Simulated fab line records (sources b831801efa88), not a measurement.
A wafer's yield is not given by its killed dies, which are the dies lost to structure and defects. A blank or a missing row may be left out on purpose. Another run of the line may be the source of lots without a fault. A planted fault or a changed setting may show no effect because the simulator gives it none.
The same fault as seen by 2 desks :: flow sky130 :: each desk has only its own numbers; what lay behind them comes last

FOR THE TOOL OWNER'S DESK: furnace-02
The tool's own readings at SKY_GATE_OXIDE_OXIDATION_16 (stabilise 600 s, purge 300 s, target thk 3.57 nm): means of the sampled wafers that have a number, for each lot that ran on this tool. Any lot whose mean is over 4 standard deviations away from the usual mean is out of limits and marked OUT; that distance is given in the brackets.
Columns: A = zone power bottom pct at SKY_GATE_OXIDE_OXIDATION_16, usual 21.3 %
lot: L431
first seen here: day 14 22:29
A: 19.9

lot: L432
first seen here: day 15 02:55
A: 19.9

lot: L435
first seen here: day 16 13:04
A: 20.0

lot: L445
first seen here: day 19 19:59
A: 19.7

lot: L447
first seen here: day 20 12:31
A: 20.0

lot: L448
first seen here: day 20 20:13
A: 20.2
This desk found nothing out of limits on any of the 6 lots.

FROM THE METROLOGY DESK
What the gauges read for every lot (on any tool): the sampled wafers with a number, averaged. Any lot whose mean is over 4 standard deviations away from the usual mean is out of limits and marked OUT; that distance is given in the brackets.
Columns: A = GATE_OXIDE_OVL at SKY_GATE_OXIDE_OVL_MEAS_10, usual 0.7 nm; B = GATE_OXIDE_TW at SKY_GATE_OXIDE_TW_MEAS_14, usual 223.8
lot: L431
first seen here: day 14 20:46
A: -0.2
B: 223.7

lot: L432
first seen here: day 15 01:29
A: -0.4
B: 224.0

lot: L435
first seen here: day 16 12:35
A: 0.8
B: 222.5

lot: L445
first seen here: day 19 18:14
A: 2.4
B: 223.3

lot: L447
first seen here: day 20 11:52
A: -0.2
B: 223.9

lot: L448
first seen here: day 20 19:35
A: -0.6
B: 223.4

lot: L450
first seen here: day 21 21:13
A: 1.9
B: 223.7
This desk found nothing out of limits on any of the 7 lots.

TAKEN TOGETHER
Nothing out of limits was seen by the tool owner's desk.
Metrology desk: nothing out of limits seen.

WHAT WAS PUT IN BY THE SIMULATOR
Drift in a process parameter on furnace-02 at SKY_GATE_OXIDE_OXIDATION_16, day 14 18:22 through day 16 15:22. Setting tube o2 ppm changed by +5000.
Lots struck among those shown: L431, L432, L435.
